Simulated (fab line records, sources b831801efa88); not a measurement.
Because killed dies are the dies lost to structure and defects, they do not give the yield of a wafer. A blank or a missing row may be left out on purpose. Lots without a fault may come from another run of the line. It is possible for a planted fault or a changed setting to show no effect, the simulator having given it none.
What tool caused it?    flow gf180mcu    42 wafers from 14 lots sampled at 2 of the route's 602 steps

== WHAT EACH GAUGE READ, for each wafer ==
GF_VT_IMPLANT_TW_MEAS_32. Usual: for VT_IMPLANT_3_TW the level is 266.8 and the standard deviation is 2.5.
lot   measured      on             VT_IMPLANT_3_TW    flag
L148  day 6 22:43   film-metro-04  266.8 268.1 267.2  
L151  day 7 16:18   film-metro-04  267.9 268.1 269.0  
L152  day 8 00:17   film-metro-02  265.4 266.0 263.9  
L153  day 8 07:38   film-metro-02  263.0 264.5 263.2  
L155  day 8 20:37   film-metro-01  266.2 267.0 267.7  
L159  day 9 22:26   film-metro-01  268.6 267.4 269.0  
L160  day 10 04:53  film-metro-01  270.3 270.7 270.6  
L161  day 10 08:53  film-metro-02  264.4 264.5 264.4  
L162  day 10 16:46  film-metro-04  268.1 267.2 268.6  
L163  day 11 01:43  film-metro-02  263.5 263.3 265.7  
L164  day 11 06:04  film-metro-02  264.1 264.6 263.9  
L165  day 11 12:14  film-metro-02  263.7 264.4 264.7  
L166  day 11 19:45  film-metro-04  268.7 267.2 268.0  
L171  day 13 10:52  film-metro-04  269.2 268.5 268.8  

== EACH LOT AND THE TOOL THAT RAN IT (in order: tool; ch and the chambers of the sampled wafers; start) ==
lot   GF_LVPWELL_IMPLANT_08
L148  implanter-01 ch 0, day 3 20:28
L151  implanter-02 ch 0, day 4 12:49
L152  implanter-02 ch 0, day 4 18:59
L153  implanter-01 ch 0, day 5 00:11
L155  implanter-01 ch 0, day 5 13:49
L159  implanter-01 ch 0, day 6 10:23
L160  implanter-02 ch 0, day 6 16:28
L161  implanter-04 ch 0, day 6 22:14
L162  implanter-04 ch 0, day 7 03:07
L163  implanter-01 ch 0, day 7 09:53
L164  implanter-04 ch 0, day 7 14:47
L165  implanter-04 ch 0, day 7 20:04
L166  implanter-01 ch 0, day 8 01:01
L171  implanter-02 ch 0, day 9 12:31
- GF_LVPWELL_IMPLANT_08

== WHAT THE TOOLS THEMSELVES READ (means of the sampled wafers that have a number; where no wafer has one, the mark that the record gives instead) ==
GF_LVPWELL_IMPLANT_08. Usual: beam-energy-keV 169.99, standard deviation 0.058; dose-ions-cm2 1.5001e+13, standard deviation 1.7e+10.
lot   tool          beam-energy-keV  dose-ions-cm2  flag
L148  implanter-01  169.97           1.5013e+13     
L151  implanter-02  169.93           1.5009e+13     
L152  implanter-02  170.03           1.5004e+13     
L153  implanter-01  169.92           1.5008e+13     
L155  implanter-01  170.04           1.5018e+13     
L159  implanter-01  169.97           1.4996e+13     
L160  implanter-02  170.02           1.4988e+13     
L161  implanter-04  169.97           1.5004e+13     
L162  implanter-04  170.03           1.5014e+13     
L163  implanter-01  169.97           1.5000e+13     
L164  implanter-04  166.14           1.4986e+13     OFF
L165  implanter-04  165.95           1.4982e+13     OFF
L166  implanter-01  170.02           1.4988e+13     
L171  implanter-02  170.02           1.4986e+13     

== THE ANSWER, worked out from the rows above alone ==
Rule: a lot is off if the mean of its wafers that have a number lies more than 3 standard deviations from the usual mean. Also off: a lot with no number at a reading for which 4 or more lots have one. Any other lot the step has rows for is counted as sound. The gauges are gone through in route order, then the tools' own readings, and for those a lot's mean is taken as printed above. At the first step where some lot is off, the reading lying furthest off is the one used; lots without a number count as furthest.
Off, at GF_LVPWELL_IMPLANT_08 on beam-energy-keV: L164, L165.
A tool fits if, at that step or a process step before it, it ran every lot that is off, and no sound lot after the first of them. One fits: implanter-04 at GF_LVPWELL_IMPLANT_08. Its last sound lot is L162 (day 7 03:07), its first lot that is off L164 (day 7 14:47): a fault that began between those two fits.
On the lots that are off, the tool's own readings at GF_LVPWELL_IMPLANT_08 differ by more than 5 times the standard deviation of the sound lots' means, which bears it out; beam-energy-keV reads 166.04 there versus 169.99 on the sound lots.

== WHAT THE SIMULATOR HAD PUT IN ==
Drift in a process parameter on implanter-04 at GF_LVPWELL_IMPLANT_08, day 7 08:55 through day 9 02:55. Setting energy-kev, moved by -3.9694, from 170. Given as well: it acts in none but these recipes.
Lots struck among those shown: L164, L165. The rule above found the same.
